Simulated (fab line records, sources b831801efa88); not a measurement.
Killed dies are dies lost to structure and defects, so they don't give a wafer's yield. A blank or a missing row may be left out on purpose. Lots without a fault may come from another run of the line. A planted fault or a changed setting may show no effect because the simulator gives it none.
Problem report in the 8D (eight disciplines) form, filled by code | flow sky130 | the parts of the form that need people (team, actions taken, sign-off) are left out

1. THE PROBLEM
LDD_N_OVL at SKY_LDD_N_OVL_MEAS_07 reads a mean of -58.2 nm on 6 wafers of 2 lots; wafers without a fault read -1.3 nm with a standard deviation of 1.2. That is -47 standard deviations from the usual mean.
First seen on wafer L333.2, day 21 15:02, on overlay-02. The record holds 36 wafers of 12 lots with a number at this step. Rule for "out", or "out of limits": more than 4 standard deviations from the usual mean. The other wafers with a number count as sound.

2. WHAT IT IS AND WHAT IT IS NOT
question                    | is                     | is not
which readings at this step | LDD_N_OVL              | -
which lots                  | L333, L335             | L324, L325, L328, L330, L337, L339, L341, L344, L345, L346
which wafers of those lots  | all that have a number | -
read on which gauges        | overlay-02             | overlay-01
when                        | from day 21 15:02      | up to then (12 sound wafers); but 18 sound wafers of L337, L339, L341, L344, L345, L346 came after

3. SUSPECTS, AND WHAT RULES EACH OUT
Counting: a tool at a process step up to the reading stays a suspect if it ran every lot that is out and no sound lot after the first of them.
- the gauge at SKY_LDD_N_OVL_MEAS_07: kept. All the wafers that are out were read on overlay-02, and no step on other tools shows them out.
- plasma_asher-02 at SKY_SONOS_ONO_STRIP_17 (strips in O2/N2): ruled out as a lasting fault. Sound lots L337 ran on it after its first lot that is out, L333 (day 15 19:23).
- iline_stepper-01 at SKY_LDD_N_EXPOSE_04 (exposes mask NTM, target cd 840 nm): kept. It ran every lot that is out, first L333 (day 20 23:03), and no sound lot after that; its last sound lot up to then is L330 (day 19 18:49).
Left after counting: iline_stepper-01 at SKY_LDD_N_EXPOSE_04, overlay-02 at SKY_LDD_N_OVL_MEAS_07.

4. THE CAUSE (what the simulator had put in)
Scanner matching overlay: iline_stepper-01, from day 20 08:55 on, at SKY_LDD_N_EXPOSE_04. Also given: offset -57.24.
Counting left 2 suspects, and this tool is among them.

5. THE CHAIN OF EFFECTS, in route order
Each row: a reading whose mean over the struck wafers that have a number lies more than 3 standard deviations from the usual. Only readings for which the record gives a usual standard deviation are gone through. hours: the time from each lot's start at the first step in this table that gives one to its start at this step, as a median over the lots. sigmas: the change in usual standard deviations.
hours | step                  | reading   | usual   | on struck wafers | change | sigmas
0     | SKY_LDD_N_OVL_MEAS_07 | LDD_N_OVL | -1.3 nm | -58.2            | -56.9  | -47
Later measuring or inspecting steps at which every struck wafer that the step has a row for has a number for every such reading, and none has moved that far: SKY_LDD_P_OVL_MEAS_08.

6. WHAT WOULD HAVE CAUGHT IT SOONER
In this record the first reading out of limits at a measuring or inspecting step was taken at day 21 15:02, 30 hours after the fault began at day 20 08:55.
Of the lots that are out (2), L335 began SKY_LDD_N_EXPOSE_04 on iline_stepper-01 after day 21 15:02. A hold on the tool at that time would have spared it.
